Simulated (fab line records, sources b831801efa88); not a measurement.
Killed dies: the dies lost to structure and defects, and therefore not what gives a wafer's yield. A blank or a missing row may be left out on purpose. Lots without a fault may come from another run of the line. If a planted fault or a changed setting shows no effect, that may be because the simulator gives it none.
What tool caused it? / flow gf180mcu / Sampling: 12 lots, 36 wafers, 6 of 602 route steps

## WHAT THE GAUGES SHOWED, per wafer
GF_HV_LDD_CD_MEAS_31: target cd 400 nm.
lot=L808; measured=day 11 16:11; on=cd-sem-02; cd-nm (nm)=400.0 404.1 399.9
lot=L809; measured=day 11 21:10; on=cd-sem-02; cd-nm (nm)=399.9 398.4 398.0
lot=L810; measured=day 12 06:20; on=cd-sem-01; cd-nm (nm)=403.5 400.4 401.8
lot=L811; measured=day 12 12:26; on=cd-sem-02; cd-nm (nm)=395.7 396.5 396.6
lot=L812; measured=day 12 22:31; on=cd-sem-02; cd-nm (nm)=400.9 398.6 399.1
lot=L817; measured=day 14 18:03; on=cd-sem-02; cd-nm (nm)=396.6 401.3 398.1
lot=L819; measured=day 15 07:38; on=cd-sem-01; cd-nm (nm)=396.8 398.1 399.7
lot=L825; measured=day 17 09:28; on=cd-sem-01; cd-nm (nm)=398.5 398.0 399.1
lot=L826; measured=day 17 16:26; on=cd-sem-02; cd-nm (nm)=395.9 397.6 396.3
lot=L827; measured=day 17 23:59; on=cd-sem-01; cd-nm (nm)=404.8 403.2 402.8
lot=L830; measured=day 18 20:53; on=cd-sem-01; cd-nm (nm)=401.0 400.4 399.4
lot=L831; measured=day 19 09:07; on=cd-sem-01; cd-nm (nm)=400.7 399.6 399.8

GF_HV_LDD_THK_MEAS_55.
lot=L808; measured=day 12 14:08; on=film-metro-01; HV_LDD_CVD_54_THK (nm)=10.07 10.04 9.98
lot=L809; measured=day 12 19:16; on=film-metro-04; HV_LDD_CVD_54_THK (nm)=9.91 9.97 9.91
lot=L810; measured=day 13 04:50; on=film-metro-02; HV_LDD_CVD_54_THK (nm)=10.26 10.26 10.22
lot=L811; measured=day 13 10:32; on=film-metro-04; HV_LDD_CVD_54_THK (nm)=10.10 9.83 10.04
lot=L812; measured=day 13 21:45; on=film-metro-04; HV_LDD_CVD_54_THK (nm)=10.27 10.24 10.29
lot=L817; measured=day 15 17:58; on=film-metro-04; HV_LDD_CVD_54_THK (nm)=10.00 9.78 9.91
lot=L819; measured=day 16 08:02; on=film-metro-01; HV_LDD_CVD_54_THK (nm)=9.88 9.87 9.84
lot=L825; measured=day 18 11:40; on=film-metro-02; HV_LDD_CVD_54_THK (nm)=9.89 9.97 9.81
lot=L826; measured=day 18 18:29; on=film-metro-04; HV_LDD_CVD_54_THK (nm)=9.68 9.69 9.62
lot=L827; measured=day 19 02:01; on=film-metro-01; HV_LDD_CVD_54_THK (nm)=10.01 9.85 9.92
lot=L830; measured=day 19 23:58; on=film-metro-02; HV_LDD_CVD_54_THK (nm)=9.93 9.98 9.86
lot=L831; measured=day 20 12:22; on=film-metro-02; HV_LDD_CVD_54_THK (nm)=10.14 10.05 9.94

GF_HV_LDD_THK_MEAS_57.
lot=L808; measured=day 12 15:37; on=film-metro-01; HV_LDD_CVD_56_THK (nm)=90.0 89.6 89.6
lot=L809; measured=day 12 20:44; on=film-metro-01; HV_LDD_CVD_56_THK (nm)=90.1 91.2 90.6
lot=L810; measured=day 13 06:57; on=film-metro-04; HV_LDD_CVD_56_THK (nm)=89.8 89.8 89.9
lot=L811; measured=day 13 12:01; on=film-metro-04; HV_LDD_CVD_56_THK (nm)=91.0 92.0 91.8
lot=L812; measured=day 13 23:58; on=film-metro-01; HV_LDD_CVD_56_THK (nm)=89.4 89.8 89.2
lot=L817; measured=day 15 19:26; on=film-metro-01; HV_LDD_CVD_56_THK (nm)=89.5 90.6 89.5
lot=L819; measured=day 16 09:31; on=film-metro-04; HV_LDD_CVD_56_THK (nm)=89.0 89.5 89.3
lot=L825; measured=day 18 13:10; on=film-metro-02; HV_LDD_CVD_56_THK (nm)=90.8 90.9 90.6
lot=L826; measured=day 18 19:58; on=film-metro-01; HV_LDD_CVD_56_THK (nm)=89.2 89.3 88.8
lot=L827; measured=day 19 03:30; on=film-metro-04; HV_LDD_CVD_56_THK (nm)=88.8 88.7 88.7
lot=L830; measured=day 20 01:27; on=film-metro-04; HV_LDD_CVD_56_THK (nm)=90.1 89.8 90.2
lot=L831; measured=day 20 13:52; on=film-metro-04; HV_LDD_CVD_56_THK (nm)=91.0 90.6 90.1

GF_PSD_RS_MEAS_14: a four-point-probe measurement.
lot=L808; measured=day 14 08:48; on=film-metro-03; NSD_RS (ohm/sq)=46.32 46.36 46.40
lot=L809; measured=day 14 14:43; on=film-metro-01; NSD_RS (ohm/sq)=46.28 46.31 46.34
lot=L810; measured=day 15 01:17; on=film-metro-01; NSD_RS (ohm/sq)=46.13 46.11 46.06
lot=L811; measured=day 15 05:58; on=film-metro-01; NSD_RS (ohm/sq)=46.22 46.29 46.22
lot=L812; measured=day 15 18:25; on=film-metro-01; NSD_RS (ohm/sq)=46.27 46.07 46.18
lot=L817; measured=day 17 17:37; on=film-metro-04; NSD_RS (ohm/sq)=46.14 46.08 46.09
lot=L819; measured=day 18 09:25; on=film-metro-03; NSD_RS (ohm/sq)=46.20 46.29 46.12
lot=L825; measured=day 20 15:34; on=film-metro-03; NSD_RS (ohm/sq)=44.72 44.87 44.80
lot=L826; measured=day 20 21:19; on=film-metro-03; NSD_RS (ohm/sq)=46.19 46.12 46.18
lot=L827; measured=day 21 04:04; on=film-metro-04; NSD_RS (ohm/sq)=45.11 45.04 44.93
lot=L830; measured=day 22 02:39; on=film-metro-04; NSD_RS (ohm/sq)=46.30 46.18 46.35
lot=L831; measured=day 22 14:56; on=film-metro-03; NSD_RS (ohm/sq)=46.18 46.30 46.20

## WHAT TOOL EACH LOT RAN ON (gives the tool, then ch and the chambers of the sampled wafers, and finally the start)
lot=L808; GF_NSD_IMPLANT_09=implanter-02 ch 0, day 13 12:38; GF_NSD_STRIP_11=plasma-asher-01 ch 0,1, day 13 12:56
lot=L809; GF_NSD_IMPLANT_09=implanter-02 ch 0, day 13 17:02; GF_NSD_STRIP_11=plasma-asher-04 ch 0,1, day 13 17:20
lot=L810; GF_NSD_IMPLANT_09=implanter-01 ch 0, day 14 03:37; GF_NSD_STRIP_11=plasma-asher-02 ch 0,1, day 14 03:53
lot=L811; GF_NSD_IMPLANT_09=implanter-01 ch 0, day 14 07:41; GF_NSD_STRIP_11=plasma-asher-04 ch 1, day 14 07:59
lot=L812; GF_NSD_IMPLANT_09=implanter-02 ch 0, day 14 20:23; GF_NSD_STRIP_11=plasma-asher-04 ch 0,1, day 14 20:40
lot=L817; GF_NSD_IMPLANT_09=implanter-01 ch 0, day 16 18:08; GF_NSD_STRIP_11=plasma-asher-02 ch 0,1, day 16 18:24
lot=L819; GF_NSD_IMPLANT_09=implanter-03 ch 0, day 17 08:37; GF_NSD_STRIP_11=plasma-asher-02 ch 0,1, day 17 08:54
lot=L825; GF_NSD_IMPLANT_09=implanter-02 ch 0, day 19 14:05; GF_NSD_STRIP_11=plasma-asher-04 ch 0,1, day 19 14:23
lot=L826; GF_NSD_IMPLANT_09=implanter-03 ch 0, day 19 20:12; GF_NSD_STRIP_11=plasma-asher-04 ch 0,1, day 19 20:29
lot=L827; GF_NSD_IMPLANT_09=implanter-02 ch 0, day 20 03:03; GF_NSD_STRIP_11=plasma-asher-01 ch 0,1, day 20 03:19
lot=L830; GF_NSD_IMPLANT_09=implanter-01 ch 0, day 21 01:34; GF_NSD_STRIP_11=plasma-asher-01 ch 1, day 21 01:52
lot=L831; GF_NSD_IMPLANT_09=implanter-03 ch 0, day 21 14:08; GF_NSD_STRIP_11=plasma-asher-04 ch 0,1, day 21 14:26
- GF_NSD_IMPLANT_09
- GF_NSD_STRIP_11: strips in O2/N2.

## WHAT THE TOOLS THEMSELVES READ (means of the sampled wafers that have a number; where no wafer has one, the mark that the record gives instead)
GF_NSD_IMPLANT_09.
lot=L808; tool=implanter-02; beam-on-s (s)=17.4; dose-ions-cm2=4.000e+15
lot=L809; tool=implanter-02; beam-on-s (s)=17.6; dose-ions-cm2=4.001e+15
lot=L810; tool=implanter-01; beam-on-s (s)=16.0; dose-ions-cm2=4.000e+15
lot=L811; tool=implanter-01; beam-on-s (s)=15.7; dose-ions-cm2=3.999e+15
lot=L812; tool=implanter-02; beam-on-s (s)=17.5; dose-ions-cm2=4.002e+15
lot=L817; tool=implanter-01; beam-on-s (s)=16.0; dose-ions-cm2=4.003e+15
lot=L819; tool=implanter-03; beam-on-s (s)=17.0; dose-ions-cm2=4.000e+15
lot=L825; tool=implanter-02; beam-on-s (s)=21.9; dose-ions-cm2=5.135e+15
lot=L826; tool=implanter-03; beam-on-s (s)=17.3; dose-ions-cm2=3.998e+15
lot=L827; tool=implanter-02; beam-on-s (s)=22.1; dose-ions-cm2=5.135e+15
lot=L830; tool=implanter-01; beam-on-s (s)=16.0; dose-ions-cm2=3.999e+15
lot=L831; tool=implanter-03; beam-on-s (s)=17.4; dose-ions-cm2=3.998e+15

GF_NSD_STRIP_11.
lot=L808; tool=plasma-asher-01; drypump-motor-current-A (A)=5.6; heater-power-w (W)=362; oes-product-au (a.u.)=0.489; strip-time-to-endpoint-s (s)=22.93
lot=L809; tool=plasma-asher-04; drypump-motor-current-A (A)=5.3; heater-power-w (W)=307; oes-product-au (a.u.)=0.487; strip-time-to-endpoint-s (s)=22.99
lot=L810; tool=plasma-asher-02; drypump-motor-current-A (A)=6.3; heater-power-w (W)=325; oes-product-au (a.u.)=0.485; strip-time-to-endpoint-s (s)=22.96
lot=L811; tool=plasma-asher-04; drypump-motor-current-A (A)=5.4; heater-power-w (W)=304; oes-product-au (a.u.)=0.486; strip-time-to-endpoint-s (s)=22.92
lot=L812; tool=plasma-asher-04; drypump-motor-current-A (A)=5.2; heater-power-w (W)=304; oes-product-au (a.u.)=0.484; strip-time-to-endpoint-s (s)=22.96
lot=L817; tool=plasma-asher-02; drypump-motor-current-A (A)=6.3; heater-power-w (W)=323; oes-product-au (a.u.)=0.485; strip-time-to-endpoint-s (s)=22.96
lot=L819; tool=plasma-asher-02; drypump-motor-current-A (A)=6.3; heater-power-w (W)=324; oes-product-au (a.u.)=0.484; strip-time-to-endpoint-s (s)=22.98
lot=L825; tool=plasma-asher-04; drypump-motor-current-A (A)=5.3; heater-power-w (W)=304; oes-product-au (a.u.)=0.477; strip-time-to-endpoint-s (s)=23.73
lot=L826; tool=plasma-asher-04; drypump-motor-current-A (A)=5.3; heater-power-w (W)=301; oes-product-au (a.u.)=0.482; strip-time-to-endpoint-s (s)=22.91
lot=L827; tool=plasma-asher-01; drypump-motor-current-A (A)=5.6; heater-power-w (W)=362; oes-product-au (a.u.)=0.474; strip-time-to-endpoint-s (s)=23.69
lot=L830; tool=plasma-asher-01; drypump-motor-current-A (A)=5.5; heater-power-w (W)=323; oes-product-au (a.u.)=0.488; strip-time-to-endpoint-s (s)=22.99
lot=L831; tool=plasma-asher-04; drypump-motor-current-A (A)=5.3; heater-power-w (W)=306; oes-product-au (a.u.)=0.487; strip-time-to-endpoint-s (s)=22.93

## THE ANSWER, worked out from the rows above alone
Rule: what is usual is taken from the lots themselves. Put in order of their means at a reading, lots are off if they are a third of the lots or fewer, leave a main group of 4 or more, and stand apart from it by a gap of 3 or more times the standard deviation of the main group's means; of several such gaps the widest counts. Not used: any main group whose means are identical at the precision the tables above print for the reading. A lot without any number at a reading at which 4 lots or more have one is off too. Any other lot the step has rows for is counted as sound. The gauges are gone through in route order, then the tools' own readings, and for those a lot's mean is taken as printed above. At the first step where some lot is off, the reading lying furthest off is the one used; lots without a number count as furthest.
Off: L825, L827, at GF_PSD_RS_MEAS_14 (NSD_RS). For the main group the mean is 46.22 ohm/sq and the standard deviation 0.081.
A tool fits if, at a process step before that reading, it ran every lot that is off, and no sound lot after the first of them. Not tried: the gauges at GF_PSD_RS_MEAS_14; whatever is off there is also off at GF_NSD_IMPLANT_09, on other tools, and gauge error can't account for it. One candidate fits, namely implanter-02 at GF_NSD_IMPLANT_09. Its last sound lot is L812 (day 14 20:23), its first lot that is off L825 (day 19 14:05): a fault that began between those two fits.
The tool's own readings at GF_NSD_IMPLANT_09 bear it out: on the lots that are off they differ by more than 5 times the standard deviation of the sound lots' means. beam-on-s reads 22.0 s there against 16.8 s on the sound lots; dose-ions-cm2 reads 5.135e+15 there against 4.000e+15 on the sound lots.

## WHAT THE SIMULATOR PUT IN
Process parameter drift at GF_NSD_IMPLANT_09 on implanter-02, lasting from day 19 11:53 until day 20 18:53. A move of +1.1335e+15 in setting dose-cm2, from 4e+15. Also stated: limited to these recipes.
Lots struck among those shown: L825, L827. The rule above reached the same finding.
